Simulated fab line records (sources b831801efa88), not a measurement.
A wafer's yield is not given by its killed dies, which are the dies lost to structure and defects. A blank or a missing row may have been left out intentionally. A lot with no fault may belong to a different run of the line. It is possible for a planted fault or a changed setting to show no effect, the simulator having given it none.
fab line records	flow sky130
record lots=12	wafers=36	last_day=50
route steps=708 shown LOCAL_INTERCONNECT@389 CONTACT@417 PAD_OPEN@708
lots that met no fault: taken from a fault-free run of the same line
start_h: the number of hours between the record's first day and the start of the first shown wafer of the lot	wait_h: hours from the lot's prior step to this one	" as in the row above	L1.1+2: a row that stands for several wafers	- no value, or no start given	* or withheld: withheld	< > ~ a bound
route shown NAME@n: names a module that has steps shown in the file, with the first one's number in the route	usual: mean and standard deviation over wafers with no fault	same: alike in all rows	chamber/n: place in a boat	sites: readings site by site	_std_site: the values' standard deviation	_edge_site: the outer-site mean with the inner-site mean subtracted	radius_mm: for every site, how far away it sits from the centre of the wafer	mask NAME#n: copy n	behind: the most recent tool/chamber to have shaped the wafer	hold: why the lot was held/for how many hours/how that ended	device: transistor that didn't switch, given as n, p or np	end of line: the same wafers' tests at the end of the route	a step without rows: its recipe alone	killed: dies lost to structure and defects at the first sort, not the wafer's yield	map: the dies of a wafer, with x for killed, . for not killed, _ for no die there
set.NAME: the setting the step ran with; set.NAME@STEP: the setting that earlier step ran with	model.NAME: the simulator's own value behind a step, which no gauge read
one table for each step of the route and one row for each wafer, over a sample of lots
services: the hour from which a tool's chamber was out of use, counted from the record's first day as start_h (under 0 if before that day), plus the number of hours and why
## steps
# step SKY_LOCAL_INTERCONNECT_THK_MEAS_02
# recipe thk_meas_gauge=xrf	reads=TiN_of_LOCAL_INTERCONNECT_SPUTTER_00
# usual LOCAL_INTERCONNECT_TIN_THK=100.8/1.5
lot.wafer	tool	chamber	start_h	wait_h	LOCAL_INTERCONNECT_TIN_THK[nm]
L638.1	film_metro-04	-	690.75	0.1	98.4
L638.4	"	-	"	"	99.8
L638.6	"	-	"	"	99.9
L637.2	film_metro-03	-	695.82	0.1	97.8
L637.5	"	-	"	"	100.6
L637.6	"	-	"	"	98.7
L639.2	film_metro-03	-	701.02	0.1	101.1
L639.3	"	-	"	"	101.7
L639.6	"	-	"	"	101.3
L640.1	film_metro-04	-	704.27	0.1	100.8
L640.2	"	-	"	"	98.7
L640.3	"	-	"	"	99.7
L643.2	film_metro-04	-	736.68	0.1	102.3
L643.4	"	-	"	"	101.1
L643.6	"	-	"	"	102.8
L644.3	film_metro-03	-	744.31	0.1	102.7
L644.4	"	-	"	"	102.1
L644.5	"	-	"	"	102.3
L645.2	film_metro-03	-	756.50	0.1	100.3
L645.3	"	-	"	"	102.9
L645.5	"	-	"	"	99.7
L651.1	film_metro-03	-	803.75	0.1	101.3
L651.2	"	-	"	"	101.0
L651.6	"	-	"	"	102.7
L652.2	film_metro-04	-	807.07	0.1	99.9
L652.3	"	-	"	"	100.3
L652.6	"	-	"	"	98.9
L653.1	film_metro-01	-	809.05	0.1	102.3
L653.3	"	-	"	"	102.6
L653.5	"	-	"	"	103.1
L654.1	film_metro-04	-	818.88	0.1	99.9
L654.3	"	-	"	"	99.1
L654.6	"	-	"	"	98.5
L656.3	film_metro-03	-	836.80	0.1	101.4
L656.4	"	-	"	"	102.3
L656.6	"	-	"	"	99.8
# step SKY_LOCAL_INTERCONNECT_ETCH_13
# recipe chemistry=N2/H2	target=BARC	ion_energy_ev=200	bias_w=100	pressure_mtorr=30	n2_flow_sccm=100	h2_flow_sccm=200	icp_w=500	stop_on=SiO2	time_s=45.9	target_depth_a=600
# usual drypump_motor_current_A=5.7/0.36	h2_flow_sccm=200.0/0.61	n2_flow_sccm=100.06/0.29	oes_product_au=0.855/0.0045	throttle_valve_pct=13.225/0.0084
lot.wafer	tool	chamber	start_h	wait_h	drypump_motor_current_A	h2_flow_sccm	n2_flow_sccm	oes_product_au	rf_hours_counter_h	throttle_valve_pct
L638.1	rie_metal-02	0	716.90	0.0	5.4	199.1	99.89	0.860	8	13.224
L638.4	"	1	"	"	5.3	200.2	99.80	0.861	-	13.239
L638.6	"	1	"	"	5.3	200.1	99.84	0.860	-	13.226
L637.2	rie_metal-03	1	722.03	0.0	6.3	200.6	99.83	0.863	-	13.225
L637.5	"	1	"	"	6.3	199.8	100.30	0.849	-	13.221
L637.6	"	1	"	"	6.3	200.5	99.86	0.847	-	13.230
L639.2	rie_metal-01	0	726.90	0.0	6.0	200.1	100.20	0.868	13	13.226
L639.3	"	0	"	"	5.9	200.4	100.07	0.852	-	13.227
L639.6	"	1	"	"	5.5	200.1	99.82	0.851	-	13.231
L640.1	rie_metal-03	1	729.95	0.0	6.3	199.9	99.91	0.861	1	13.213
L640.2	"	1	"	"	6.3	200.8	99.44	0.852	-	13.236
L640.3	"	1	"	"	6.3	201.2	100.17	0.850	-	13.231
L643.2	rie_metal-02	0	763.08	0.0	5.4	199.8	100.86	0.854	10	13.223
L643.4	"	1	"	"	5.3	198.7	100.00	0.855	-	13.213
L643.6	"	1	"	"	5.3	199.1	99.92	0.860	-	13.224
L644.3	rie_metal-02	0	770.85	0.0	5.4	200.4	100.48	0.858	-	13.204
L644.4	"	1	"	"	5.3	199.4	99.70	0.847	-	13.231
L644.5	"	0	"	"	5.4	200.8	100.51	0.854	-	13.232
L645.2	rie_metal-01	0	782.68	0.0	6.0	199.9	99.79	0.851	15	13.204
L645.3	"	0	"	"	5.9	199.8	100.10	0.855	-	13.213
L645.5	"	0	"	"	6.0	199.5	100.39	0.860	-	13.233
L651.1	rie_metal-02	0	830.58	0.0	5.4	198.6	100.00	0.864	12	13.238
L651.2	"	1	"	"	5.3	200.5	100.21	0.854	8	13.239
L651.6	"	1	"	"	5.3	199.9	100.66	0.858	-	13.237
L652.2	rie_metal-01	1	833.75	0.0	5.5	200.9	100.36	0.858	-	13.223
L652.3	"	1	"	"	5.5	199.6	100.25	0.852	-	13.220
L652.6	"	1	"	"	5.5	199.9	99.73	0.859	-	13.221
L653.1	rie_metal-03	1	835.83	0.0	6.3	199.9	99.64	0.848	6	13.206
L653.3	"	0	"	"	5.7	199.7	100.07	0.858	-	13.223
L653.5	"	0	"	"	5.7	199.1	100.45	0.862	-	13.216
L654.1	rie_metal-01	0	845.91	0.0	6.0	199.2	100.10	0.855	0	13.225
L654.3	"	0	"	"	5.9	199.4	99.68	0.853	-	13.225
L654.6	"	0	"	"	6.0	199.7	100.21	0.856	-	13.230
L656.3	rie_metal-01	1	864.00	0.0	5.5	200.9	100.06	0.855	-	13.232
L656.4	"	0	"	"	6.0	199.8	100.23	0.847	-	13.221
L656.6	"	1	"	"	5.5	200.1	100.01	0.855	-	13.230
# step SKY_CONTACT_EXPOSE_11
# recipe mask_id=CTM1	na=0.8	source_shape=annular	sigma_inner=0.55	sigma_outer=0.85	target_cd_nm=170	dose_mj=38
lot.wafer	tool	chamber	start_h	wait_h	mask
L638.1+4+6	krf_scanner-02	0	730.96	-	CTM1#0
L637.2+5+6	krf_scanner-02	0	736.90	-	CTM1#0
L639.2+3+6	krf_scanner-01	0	742.20	-	CTM1#0
L640.1+2+3	krf_scanner-02	0	745.63	-	CTM1#0
L643.2+4+6	krf_scanner-01	0	778.54	-	CTM1#0
L644.3+4+5	krf_scanner-01	0	785.09	-	CTM1#0
L645.2+3+5	krf_scanner-01	0	797.36	-	CTM1#0
L651.1+2+6	krf_scanner-02	0	844.84	-	CTM1#0
L652.2+3+6	krf_scanner-02	0	848.26	-	CTM1#0
L653.1+3+5	krf_scanner-01	0	850.68	-	CTM1#0
L654.1+3+6	krf_scanner-01	0	861.25	-	CTM1#0
L656.3+4+6	krf_scanner-01	0	879.27	-	CTM1#0
# step SKY_CONTACT_CD_MEAS_14
# recipe target_cd_nm=170
# usual cd_nm=169.9/1.5
lot.wafer	tool	chamber	start_h	wait_h	cd_nm
L638.1	cd_sem-01	-	744.75	-	171.8
L638.4	"	-	"	"	171.9
L638.6	"	-	"	"	170.1
L637.2	cd_sem-02	-	750.51	-	168.6
L637.5	"	-	"	"	168.5
L637.6	"	-	"	"	168.9
L639.2	cd_sem-02	-	754.76	-	168.4
L639.3	"	-	"	"	168.1
L639.6	"	-	"	"	169.6
L640.1	cd_sem-01	-	758.30	-	171.3
L640.2	"	-	"	"	169.9
L640.3	"	-	"	"	170.1
L643.2	cd_sem-01	-	791.32	-	172.3
L643.4	"	-	"	"	171.5
L643.6	"	-	"	"	170.3
L644.3	cd_sem-02	-	798.54	-	169.7
L644.4	"	-	"	"	170.8
L644.5	"	-	"	"	170.6
L645.2	cd_sem-02	-	810.07	-	170.9
L645.3	"	-	"	"	170.4
L645.5	"	-	"	"	170.8
L651.1	cd_sem-02	-	858.64	-	153.7
L651.2	"	-	"	"	131.9
L651.6	"	-	"	"	135.4
L652.2	cd_sem-02	-	861.92	-	162.0
L652.3	"	-	"	"	156.1
L652.6	"	-	"	"	149.6
L653.1	cd_sem-02	-	864.44	-	171.1
L653.3	"	-	"	"	171.0
L653.5	"	-	"	"	169.3
L654.1	cd_sem-02	-	874.19	-	169.1
L654.3	"	-	"	"	170.0
L654.6	"	-	"	"	169.0
L656.3	cd_sem-02	-	893.18	-	168.3
L656.4	"	-	"	"	166.8
L656.6	"	-	"	"	167.2
# step SKY_CONTACT_ETCH_18
# recipe target=Si3N4	chemistry=CHF3/O2	stop_on=TiN	source_w=600	bias_w=200	pressure_mtorr=40	chf3_flow_sccm=50	O2_flow_sccm=5	time_s=39	target_depth_a=750
# usual drypump_motor_current_A=6.0/0.43	oes_product_au=0.852/0.008	throttle_valve_pct=8.793/0.009
lot.wafer	tool	chamber	start_h	wait_h	drypump_motor_current_A	oes_product_au	rf_hours_counter_h	throttle_valve_pct
L638.1	rie_diel-02	3	-	-	5.7	0.853	7	8.789
L638.4	"	0	"	"	6.5	0.857	1	8.794
L638.6	"	2	"	"	6.1	0.854	-	8.782
L637.2	rie_diel-02	1	-	-	5.2	0.835	2	8.787
L637.5	"	1	"	"	5.3	0.849	-	8.791
L637.6	"	0	"	"	6.5	0.842	-	8.792
L639.2	rie_diel-04	1	-	-	6.7	0.850	8	8.787
L639.3	"	0	"	"	5.9	0.849	1	8.776
L639.6	"	3	"	"	5.9	0.855	-	8.800
L640.1	rie_diel-03	0	-	-	5.5	0.844	7	8.780
L640.2	"	1	"	"	6.6	0.857	3	8.801
L640.3	"	2	"	"	6.2	0.846	3	8.790
L643.2	rie_diel-04	1	-	-	6.8	0.856	9	8.803
L643.4	"	3	"	"	6.0	0.869	13	8.808
L643.6	"	3	"	"	6.0	0.864	-	8.796
L644.3	rie_diel-03	1	-	-	6.6	0.857	4	8.780
L644.4	"	1	"	"	6.6	0.854	-	8.806
L644.5	"	2	"	"	6.2	0.858	-	8.795
L645.2	rie_diel-03	3	-	-	5.7	0.841	2	8.789
L645.3	"	1	"	"	6.6	0.858	4	8.798
L645.5	"	1	"	"	6.6	0.853	-	8.781
L651.1	rie_diel-04	2	-	-	6.0	0.853	13	8.787
L651.2	"	0	"	"	5.9	0.841	4	8.780
L651.6	"	1	"	"	6.8	0.856	-	8.797
L652.2	rie_diel-04	1	-	-	6.8	0.849	11	8.799
L652.3	"	3	"	"	6.0	0.859	15	8.792
L652.6	"	3	"	"	5.9	0.862	-	8.804
L653.1	rie_diel-03	1	-	-	6.6	0.840	6	8.779
L653.3	"	3	"	"	5.7	0.846	4	8.783
L653.5	"	0	"	"	5.5	0.845	-	8.798
L654.1	rie_diel-02	0	-	-	6.5	0.851	4	8.784
L654.3	"	2	"	"	6.1	0.847	26	8.797
L654.6	"	0	"	"	6.5	0.840	-	8.793
L656.3	rie_diel-02	1	-	-	5.2	0.841	6	8.787
L656.4	"	0	"	"	6.5	0.849	5	8.797
L656.6	"	1	"	"	5.2	0.864	-	8.806
# step SKY_PAD_OPEN_PROBE_99
# usual killed_at_M0_to_M3=43/7	killed_at_M4_up=3.5/1.9	killed_at_contacts=24/5.3	killed_at_front_end=15/4.4	killed_at_other=0.3/0.69	killed_dies=87/9.7	killed_on_rim=17/4.3	killed_open=48/7	killed_short=39/6.4
# same gross_dies=492	killed_at_back_side=0
lot.wafer	tool	chamber	start_h	wait_h	killed_at_M0_to_M3	killed_at_M4_up	killed_at_contacts	killed_at_front_end	killed_at_other	killed_dies	killed_on_rim	killed_open	killed_short
L638.1	prober-01	-	1082.62	0.1	35	7	28	11	0	81	19	50	30
L638.4	prober-01	-	1082.77	0.2	38	1	23	16	1	79	14	51	27
L638.6	prober-01	-	1082.87	0.2	30	2	27	13	2	74	16	38	35
L637.2	prober-01	-	1088.01	0.1	53	5	26	12	0	96	19	51	45
L637.5	prober-01	-	1088.16	0.2	63	2	20	19	0	104	22	47	55
L637.6	prober-01	-	1088.21	0.2	39	4	43	9	0	95	21	53	42
L639.2	prober-02	-	1094.12	0.1	40	2	27	18	0	87	26	50	36
L639.3	prober-02	-	1094.17	0.2	47	5	26	14	1	93	15	42	50
L639.6	prober-02	-	1094.32	0.2	37	2	29	11	0	79	9	40	37
L640.1	prober-01	-	1102.39	0.1	53	7	20	18	0	98	15	54	44
L640.2	prober-01	-	1102.44	0.1	35	8	22	12	0	77	9	39	38
L640.3	prober-01	-	1102.49	0.2	47	5	14	21	0	87	15	37	50
L643.2	prober-02	-	1121.35	0.1	44	3	20	17	1	85	11	47	38
L643.4	prober-02	-	1121.45	0.2	34	3	19	11	0	67	7	41	26
L643.6	prober-02	-	1121.55	0.2	46	3	29	12	0	90	20	44	46
L644.3	prober-01	-	1124.47	0.2	52	6	26	17	0	101	16	60	41
L644.4	prober-01	-	1124.52	0.2	40	2	37	17	0	96	20	42	53
L644.5	prober-01	-	1124.57	0.2	31	3	19	18	0	71	15	32	38
L645.2	prober-02	-	1136.22	0.1	43	6	32	14	0	95	19	59	36
L645.3	prober-02	-	1136.27	0.2	34	5	23	18	0	80	17	47	33
L645.5	prober-02	-	1136.37	0.2	44	0	18	13	1	76	10	40	36
L651.1	prober-01	-	1164.07	0.1	45	3	27	14	0	89	17	46	42
L651.2	prober-01	-	1164.12	0.1	43	4	411	17	1	476	96	38	49
L651.6	prober-01	-	1164.32	0.2	44	4	354	18	0	420	94	46	40
L652.2	prober-02	-	1168.92	0.1	56	1	13	28	2	100	21	58	41
L652.3	prober-02	-	1168.97	0.2	44	4	24	17	0	89	21	55	31
L652.6	prober-02	-	1169.12	0.2	42	3	41	21	1	108	30	46	47
L653.1	prober-01	-	1171.37	0.1	42	3	32	15	0	92	16	55	37
L653.3	prober-01	-	1171.47	0.2	40	1	32	17	0	90	12	44	46
L653.5	prober-01	-	1171.57	0.2	41	1	29	9	0	80	17	47	33
L654.1	prober-02	-	1176.72	0.1	34	1	18	12	0	65	10	39	26
L654.3	prober-02	-	1176.82	0.2	37	4	14	12	2	69	18	35	34
L654.6	prober-02	-	1176.97	0.2	35	4	24	19	1	83	20	51	32
L656.3	prober-02	-	1189.83	0.2	51	5	24	15	0	95	25	54	41
L656.4	prober-02	-	1189.88	0.2	42	3	24	13	0	82	12	53	29
L656.6	prober-02	-	1189.98	0.2	37	5	29	18	0	89	13	51	38
# killed by level:class
L638.1 CONTACT:geometric_particle:open=13 VIA3:geometric_particle:open=8 VIA1:geometric_particle:open=8 VIA2:geometric_particle:open=6 CONTACT:geometric_particle:short=5 LI_CONTACT:geometric_particle:open=5 VIA1:geometric_particle:short=5 LI_CONTACT:geometric_particle:short=4
L638.4 VIA1:geometric_particle:open=13 CONTACT:geometric_particle:open=10 LI_CONTACT:geometric_particle:open=8 VIA2:geometric_particle:open=7 METAL1:geometric_particle:short=4 METAL2:geometric_particle:short=4 FIELD_ISO:geometric_particle:open=3 POLY_GATE:geometric_particle:open=3
L638.6 CONTACT:geometric_particle:open=14 METAL1:geometric_particle:short=7 VIA1:geometric_particle:open=6 CONTACT:geometric_particle:short=5 METAL2:geometric_particle:short=5 LI_CONTACT:geometric_particle:open=4 METAL3:geometric_particle:short=4 SPACER:geometric_particle:open=3
L637.2 VIA1:geometric_particle:open=12 CONTACT:geometric_particle:open=9 VIA2:geometric_particle:open=9 VIA1:geometric_particle:short=8 CONTACT:geometric_particle:short=7 METAL1:geometric_particle:short=7 LI_CONTACT:geometric_particle:open=5 VIA3:geometric_particle:short=5
L637.5 FIELD_ISO:geometric_particle:short=10 VIA1:geometric_particle:open=10 METAL2:geometric_particle:short=10 CONTACT:geometric_particle:open=9 VIA3:geometric_particle:open=8 METAL1:geometric_particle:short=7 METAL3:geometric_particle:short=7 VIA1:geometric_particle:short=6
L637.6 CONTACT:geometric_particle:open=18 VIA1:geometric_particle:open=8 CONTACT:geometric_particle:short=8 LI_CONTACT:geometric_particle:open=8 LOCAL_INTERCONNECT:geometric_particle:short=7 METAL1:geometric_particle:short=6 VIA3:geometric_particle:open=6 VIA1:geometric_particle:short=6
L639.2 VIA1:geometric_particle:open=13 CONTACT:geometric_particle:open=12 VIA3:geometric_particle:open=7 LI_CONTACT:geometric_particle:open=7 POLY_GATE:geometric_particle:short=5 VIA1:geometric_particle:short=5 VIA2:geometric_particle:short=5 FIELD_ISO:geometric_particle:short=4
L639.3 CONTACT:geometric_particle:short=11 METAL1:geometric_particle:short=8 VIA1:geometric_particle:open=8 METAL2:geometric_particle:short=8 VIA2:geometric_particle:open=7 CONTACT:geometric_particle:open=6 VIA3:geometric_particle:open=6 FIELD_ISO:geometric_particle:open=5
L639.6 CONTACT:geometric_particle:open=10 LI_CONTACT:geometric_particle:open=8 METAL1:geometric_particle:short=7 VIA2:geometric_particle:open=7 LI_CONTACT:geometric_particle:short=5 METAL2:geometric_particle:short=5 POLY_GATE:geometric_particle:short=4 CONTACT:geometric_particle:short=4
L640.1 VIA1:geometric_particle:open=18 VIA2:geometric_particle:open=9 VIA3:geometric_particle:open=8 LOCAL_INTERCONNECT:geometric_particle:short=8 VIA1:geometric_particle:short=6 METAL4:geometric_particle:short=5 POLY_GATE:geometric_particle:short=4 POLY_GATE:geometric_particle:open=4
L640.2 VIA1:geometric_particle:open=7 CONTACT:geometric_particle:open=6 LI_CONTACT:geometric_particle:open=6 VIA3:geometric_particle:open=6 METAL4:geometric_particle:short=6 METAL2:geometric_particle:short=5 FIELD_ISO:geometric_particle:open=4 LOCAL_INTERCONNECT:geometric_particle:short=4
L640.3 VIA1:geometric_particle:open=10 VIA1:geometric_particle:short=7 METAL2:geometric_particle:short=7 FIELD_ISO:geometric_particle:short=5 METAL1:geometric_particle:short=5 VIA2:geometric_particle:open=5 POLY_GATE:geometric_particle:open=4 SPACER:geometric_particle:open=4
L643.2 VIA3:geometric_particle:open=10 METAL1:geometric_particle:short=9 CONTACT:geometric_particle:open=7 VIA1:geometric_particle:open=7 VIA1:geometric_particle:short=7 VIA2:geometric_particle:open=6 POLY_GATE:geometric_particle:short=5 LI_CONTACT:geometric_particle:open=5
L643.4 VIA1:geometric_particle:open=9 CONTACT:geometric_particle:open=7 VIA3:geometric_particle:open=7 CONTACT:geometric_particle:short=6 POLY_GATE:geometric_particle:short=4 LI_CONTACT:geometric_particle:open=4 METAL2:geometric_particle:short=4 VIA2:geometric_particle:open=4
L643.6 CONTACT:geometric_particle:open=13 VIA3:geometric_particle:open=9 VIA1:geometric_particle:open=8 CONTACT:geometric_particle:short=7 METAL1:geometric_particle:short=6 METAL2:geometric_particle:short=5 FIELD_ISO:geometric_particle:short=4 LI_CONTACT:geometric_particle:open=4
L644.3 VIA1:geometric_particle:open=13 CONTACT:geometric_particle:open=12 VIA2:geometric_particle:open=10 VIA3:geometric_particle:open=8 LI_CONTACT:geometric_particle:open=6 POLY_GATE:geometric_particle:open=5 METAL4:geometric_particle:short=5 METAL1:geometric_particle:short=5
L644.4 METAL1:geometric_particle:short=12 CONTACT:geometric_particle:open=9 CONTACT:geometric_particle:short=9 LOCAL_INTERCONNECT:geometric_particle:short=8 LI_CONTACT:geometric_particle:open=7 VIA1:geometric_particle:open=7 POLY_GATE:geometric_particle:short=5 VIA3:geometric_particle:open=5
L644.5 CONTACT:geometric_particle:open=11 POLY_GATE:geometric_particle:short=6 METAL1:geometric_particle:short=5 VIA1:geometric_particle:short=5 METAL2:geometric_particle:short=5 FIELD_ISO:geometric_particle:open=4 VIA2:geometric_particle:short=4 VIA2:geometric_particle:open=4
L645.2 CONTACT:geometric_particle:open=14 VIA1:geometric_particle:open=13 LI_CONTACT:geometric_particle:open=9 VIA3:geometric_particle:open=6 VIA2:geometric_particle:open=6 METAL4:geometric_particle:short=5 LI_CONTACT:geometric_particle:short=4 METAL1:geometric_particle:short=4
L645.3 VIA2:geometric_particle:open=10 VIA1:geometric_particle:open=9 CONTACT:geometric_particle:open=9 METAL1:geometric_particle:short=7 CONTACT:geometric_particle:short=6 FIELD_ISO:geometric_particle:open=4 LI_CONTACT:geometric_particle:open=4 FIELD_ISO:geometric_particle:short=3
L645.5 VIA1:geometric_particle:open=12 CONTACT:geometric_particle:open=8 METAL3:geometric_particle:short=8 LI_CONTACT:geometric_particle:open=6 VIA2:geometric_particle:open=6 VIA2:geometric_particle:short=6 FIELD_ISO:geometric_particle:short=4 METAL2:geometric_particle:short=4
L651.1 VIA1:geometric_particle:open=12 CONTACT:geometric_particle:open=12 METAL2:geometric_particle:short=10 LI_CONTACT:geometric_particle:open=6 FIELD_ISO:geometric_particle:open=5 METAL3:geometric_particle:short=5 VIA1:geometric_particle:short=5 CONTACT:geometric_particle:short=4
L651.2 CONTACT:area_expose=388 VIA2:geometric_particle:open=10 LOCAL_INTERCONNECT:geometric_particle:short=7 METAL2:geometric_particle:short=7 CONTACT:geometric_particle:open=6 VIA3:geometric_particle:open=6 VIA1:geometric_particle:open=5 CONTACT:geometric_particle:short=5
L651.6 CONTACT:area_expose=334 CONTACT:geometric_particle:open=10 METAL2:geometric_particle:short=8 FIELD_ISO:geometric_particle:open=7 METAL1:geometric_particle:short=7 VIA1:geometric_particle:open=6 VIA2:geometric_particle:open=5 CONTACT:geometric_particle:short=5
L652.2 VIA1:geometric_particle:open=9 VIA3:geometric_particle:open=9 VIA2:geometric_particle:open=9 METAL2:geometric_particle:short=8 FIELD_ISO:geometric_particle:open=6 POLY_GATE:geometric_particle:short=6 POLY_GATE:geometric_particle:open=5 CONTACT:geometric_particle:open=5
L652.3 VIA3:geometric_particle:open=9 CONTACT:geometric_particle:open=8 VIA1:geometric_particle:open=8 LI_CONTACT:geometric_particle:open=6 VIA2:geometric_particle:open=6 POLY_GATE:geometric_particle:short=4 VIA2:geometric_particle:short=4 CONTACT:geometric_particle:short=4
L652.6 CONTACT:geometric_particle:open=15 CONTACT:area_expose=13 POLY_GATE:geometric_particle:short=8 VIA1:geometric_particle:open=8 METAL1:geometric_particle:short=7 VIA3:geometric_particle:short=6 POLY_GATE:geometric_particle:open=5 VIA1:geometric_particle:short=5
L653.1 CONTACT:geometric_particle:open=14 VIA2:geometric_particle:open=10 LI_CONTACT:geometric_particle:open=10 FIELD_ISO:geometric_particle:short=5 CONTACT:geometric_particle:short=5 METAL1:geometric_particle:short=5 VIA1:geometric_particle:short=5 VIA1:geometric_particle:open=5
L653.3 CONTACT:geometric_particle:open=11 LI_CONTACT:geometric_particle:open=7 FIELD_ISO:geometric_particle:open=6 METAL1:geometric_particle:short=6 VIA1:geometric_particle:short=6 VIA2:geometric_particle:open=5 LOCAL_INTERCONNECT:geometric_particle:short=5 VIA3:geometric_particle:open=5
L653.5 CONTACT:geometric_particle:open=12 LI_CONTACT:geometric_particle:open=7 LOCAL_INTERCONNECT:geometric_particle:short=7 VIA1:geometric_particle:open=7 VIA1:geometric_particle:short=7 VIA3:geometric_particle:open=6 VIA2:geometric_particle:open=6 METAL1:geometric_particle:short=4
L654.1 VIA2:geometric_particle:open=9 CONTACT:geometric_particle:open=6 LI_CONTACT:geometric_particle:open=5 VIA1:geometric_particle:open=5 VIA3:geometric_particle:open=4 FIELD_ISO:geometric_particle:open=3 FIELD_ISO:geometric_particle:short=3 POLY_GATE:geometric_particle:short=3
L654.3 VIA1:geometric_particle:open=13 VIA1:geometric_particle:short=6 FIELD_ISO:geometric_particle:short=5 CONTACT:geometric_particle:open=5 METAL2:geometric_particle:short=5 VIA2:geometric_particle:open=5 METAL4:geometric_particle:short=4 FIELD_ISO:geometric_particle:open=3
L654.6 LI_CONTACT:geometric_particle:open=9 VIA1:geometric_particle:open=8 VIA2:geometric_particle:open=7 VIA3:geometric_particle:open=6 CONTACT:geometric_particle:open=5 CONTACT:geometric_particle:short=5 POLY_GATE:geometric_particle:open=4 LOCAL_INTERCONNECT:geometric_particle:short=4
L656.3 VIA1:geometric_particle:open=11 LI_CONTACT:geometric_particle:open=8 CONTACT:geometric_particle:open=7 VIA3:geometric_particle:open=7 VIA2:geometric_particle:open=6 VIA2:geometric_particle:short=6 POLY_GATE:geometric_particle:open=5 METAL3:geometric_particle:short=5
L656.4 VIA3:geometric_particle:open=13 CONTACT:geometric_particle:open=10 VIA1:geometric_particle:open=8 LI_CONTACT:geometric_particle:open=6 VIA2:geometric_particle:open=6 FIELD_ISO:geometric_particle:open=5 CONTACT:geometric_particle:short=5 METAL1:geometric_particle:short=5
L656.6 CONTACT:geometric_particle:open=10 LOCAL_INTERCONNECT:geometric_particle:short=7 VIA2:geometric_particle:open=7 FIELD_ISO:geometric_particle:open=6 METAL1:geometric_particle:short=6 LI_CONTACT:geometric_particle:open=6 FIELD_ISO:geometric_particle:short=5 VIA1:geometric_particle:open=5
## services
tool	chamber	start_h	hours	kind
krf_scanner-01	-	700.51	1.3	repair
rie_diel-02	2	703.56	3.1	repair
rie_diel-02	-	706.69	2.8	pm
rie_diel-03	2	720.90	6.9	repair
rie_metal-02	-	721.68	1.4	pm
krf_scanner-02	-	722.37	7.8	repair
krf_scanner-01	-	730.18	0.8	pm
krf_scanner-01	-	734.16	1.3	pm
krf_scanner-02	-	746.23	0.8	pm
krf_scanner-02	-	756.00	1.3	pm
krf_scanner-02	-	761.90	1.0	pm
krf_scanner-02	-	790.72	0.2	repair
krf_scanner-01	-	795.61	1.7	repair
rie_diel-03	3	796.76	3.7	repair
rie_diel-02	-	806.53	0.3	repair
krf_scanner-01	-	810.65	1.4	repair
krf_scanner-01	-	816.67	0.8	pm
rie_metal-01	1	819.97	3.6	repair
krf_scanner-01	-	827.73	1.0	pm
rie_metal-02	-	840.27	11.4	repair
rie_metal-03	0	840.89	1.6	repair
rie_diel-04	0	847.07	4.2	repair
rie_diel-04	2	848.56	9.2	repair
krf_scanner-02	-	875.86	0.5	repair
## key
first_sign step=SKY_CONTACT_CD_MEAS_14	reading=cd_nm	direction=down	sigmas=15	usual=169.9	struck=148.1
effect step=SKY_PAD_OPEN_PROBE_99	reading=killed_at_contacts	direction=up	sigmas=23	usual=24	struck=145	wafers_moved=3
more_kills_born_at SKY_CONTACT_EXPOSE_11@krf_scanner-02=738
met_at SKY_CONTACT_EXPOSE_11
struck_lots L651,L652
later_rows_left_out L651.2,L651.6
tester_left_out L651,L652
not_acting_at SKY_LOCAL_INTERCONNECT_THK_MEAS_02,SKY_LOCAL_INTERCONNECT_ETCH_13,SKY_CONTACT_ETCH_18
onset_between 745.63 844.84
fault kind=process_parameter_drift	tool=krf_scanner-02	chamber=-	onset_h=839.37	steps=SKY_CONTACT_EXPOSE_11	channel=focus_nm	offset=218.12	spread_by_wafer=0.3	shape=step	end_h=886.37
# tester_left_out: of these lots the tester's yield and bins aren't shown, on N5 and GAA mostly nor the transistor test; their killed dies are dies lost to structure and defects alone, not to doping, threshold or leakage, so they don't give the yield
# later_rows_left_out: the simulator's readings of these wafers behind a module that went badly wrong aren't trusted and aren't shown, but for the sort
